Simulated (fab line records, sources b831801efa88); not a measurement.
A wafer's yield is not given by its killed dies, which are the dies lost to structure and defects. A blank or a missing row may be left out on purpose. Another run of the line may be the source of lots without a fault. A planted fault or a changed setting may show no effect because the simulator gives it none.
Chamber matching    flow gf180mcu    GF_V4_CMP_04 on cmp-02 has 4 sister chambers
The step polishes SiO2. 14 wafers are shown with their chamber, then 7 later ones without.

== WAFERS, EACH WITH ITS CHAMBER ==
wafer   chamber  motor-current-A (A)  time-to-endpoint-s (s)  edge-zone-pressure-frac
L761.2  3        12.4                 72                      0.995
L761.3  2        12.5                 73                      0.997
L761.6  1        13.1                 76                      1.005
L763.1  1        13.5                 77                      0.994
L763.2  3        12.5                 75                      0.997
L763.4  2        12.9                 81                      1.001
L766.1  0        10.3                 83                      0.994
L766.2  3        12.8                 81                      1.006
L766.5  0        10.1                 79                      0.998
L768.1  0        10.5                 69                      1.003
L768.3  1        13.5                 66                      0.998
L768.5  2        13.2                 71                      0.998
L776.2  3        11.7                 84                      1.005
L776.5  3        12.5                 90                      1.006

SIGNATURES (averages over the wafers above)
reading                  chamber 0  chamber 1  chamber 2  chamber 3  scatter within a chamber
motor-current-A          10.300     13.367     12.867     12.380     0.332
time-to-endpoint-s       77.00      73.00      75.00      80.40      6.63
edge-zone-pressure-frac  0.99833    0.99900    0.99867    1.00180    0.00476
Rule: for each reading, subtract the chamber's mean from the wafer's reading, divide by that reading's scatter and square the result; add these up over the readings and take the root, which gives the wafer's distance from the chamber. If the next closest chamber is less than 2 further off than the closest, the wafer can't be placed; otherwise it belongs to the closest. The scatter: the root of (the sum of the squares of (reading less its chamber's mean) over the shown wafers, divided by (wafers less chambers)).

== WAFERS WITH NO CHAMBER GIVEN ==
wafer   motor-current-A (A)  time-to-endpoint-s (s)  edge-zone-pressure-frac
L776.6  12.0                 91                      0.996
L780.2  10.3                 70                      0.996
L780.4  13.4                 88                      1.001
L780.5  10.1                 77                      1.003
L783.1  12.1                 77                      0.998
L783.4  12.8                 87                      0.999
L783.6  12.4                 93                      1.000

== WHICH CHAMBER EACH WENT THROUGH ==
wafer   from the rows above           in truth
L776.6  can't be placed: 3 or 2       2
L780.2  0                             0
L780.4  can't be placed: 1 or 2 or 3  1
L780.5  0                             0
L783.1  can't be placed: 3 or 2       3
L783.4  can't be placed: 3 or 2 or 1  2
L783.6  can't be placed: 3 or 2       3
2 of 7 placed correctly. Cannot be placed on the basis of these rows: 5; the candidates contain the true chamber in 5. Number placed wrongly: 0.
